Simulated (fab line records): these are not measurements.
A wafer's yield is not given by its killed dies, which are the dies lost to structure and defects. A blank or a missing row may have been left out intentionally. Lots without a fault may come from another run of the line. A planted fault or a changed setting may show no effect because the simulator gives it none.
One fault through the eyes of 2 desks ; flow gf180mcu ; only its own numbers are on each desk; what lay behind them is given at the end

DESK OF THE TOOL OWNER: implanter-03
The tool's own readings at GF_NWELL_IMPLANT_09: means of the sampled wafers that have a number, for each lot that ran on this tool. A lot is out of limits, marked OUT, if its mean lies more than 4 standard deviations from the usual mean; the brackets give that distance.
Columns: A = beam-on-s at GF_NWELL_IMPLANT_09, usual 9.98 s; B = faraday-current-uA at GF_NWELL_IMPLANT_09, usual 22.6
lot;first seen here;A;B
L771;day 3 23:33;10.02;22.5
L785;day 7 05:47;10.87 (+4.4) OUT;20.7 (-4.3) OUT
This desk's finding: out of limits on L785; first on L785, day 7 05:47 (beam-on-s at GF_NWELL_IMPLANT_09). L771 stayed within limits.

THE METROLOGY DESK
Lot by lot, what the gauges showed, no matter which tool ran the lot: averages of those sampled wafers that carry a number. A lot is out of limits, marked OUT, if its mean lies more than 4 standard deviations from the usual mean; the brackets give that distance. Of its 9 readings 7 are shown: the one that was out of limits first, and those that lie furthest out on some lot.
Columns: A = DNWELL_TW at GF_DNWELL_TW_MEAS_09, usual 1348; B = NWELL_OVL at GF_NWELL_OVL_MEAS_07, usual 0.5 nm; C = LVPWELL_OVL at GF_LVPWELL_OVL_MEAS_07, usual -0.9 nm; D = MVSD_OVL at GF_MVSD_OVL_MEAS_07, usual -0.1 nm; E = MVSD_TW at GF_MVSD_TW_MEAS_11, usual 1569; F = NWELL_RS at GF_VT_IMPLANT_RS_MEAS_47, usual 487.8 ohm/sq; G = LVPWELL_RS at GF_VT_IMPLANT_RS_MEAS_48, usual 1197 ohm/sq
lot;first seen here;A;B;C;D;E;F;G
L771;day 3 09:48;1345;-1.6;0.5;0.5;1557;486.4;1197
L774;day 4 02:10;1315;0.4;2.6;-0.5;1552;487.6;1201
L777;day 4 19:27;1355;0.5;-2.3;-1.4;1585;486.9;1198
L785;day 6 13:23;1310;1.5;-3.0;0.0;1545;482.1 (-4.7) OUT;1193
L789;day 7 11:48;1341;1.1;-0.9;-2.1;1554;488.7;1194
This desk finds L785 out of limits, with the earliest case on L785 at day 12 11:45 (NWELL_RS at GF_VT_IMPLANT_RS_MEAS_47). L771, L774, L777, L789 stayed within limits.

PUT TOGETHER
On L785, at day 7 05:47, an alarm was possible from the tool owner's desk.
The metrology desk could have raised an alarm at day 12 11:45, on L785.
On implanter-03, each named lot ran GF_NWELL_IMPLANT_09.

WHAT THE SIMULATOR HAD PUT IN
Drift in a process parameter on implanter-03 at GF_NWELL_IMPLANT_09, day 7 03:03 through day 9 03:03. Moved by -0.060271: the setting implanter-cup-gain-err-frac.
Shown lots that were struck: L785.
Hours from the fault's start to each desk's first reading out of limits: the tool owner's desk, 3; the metrology desk, 129.
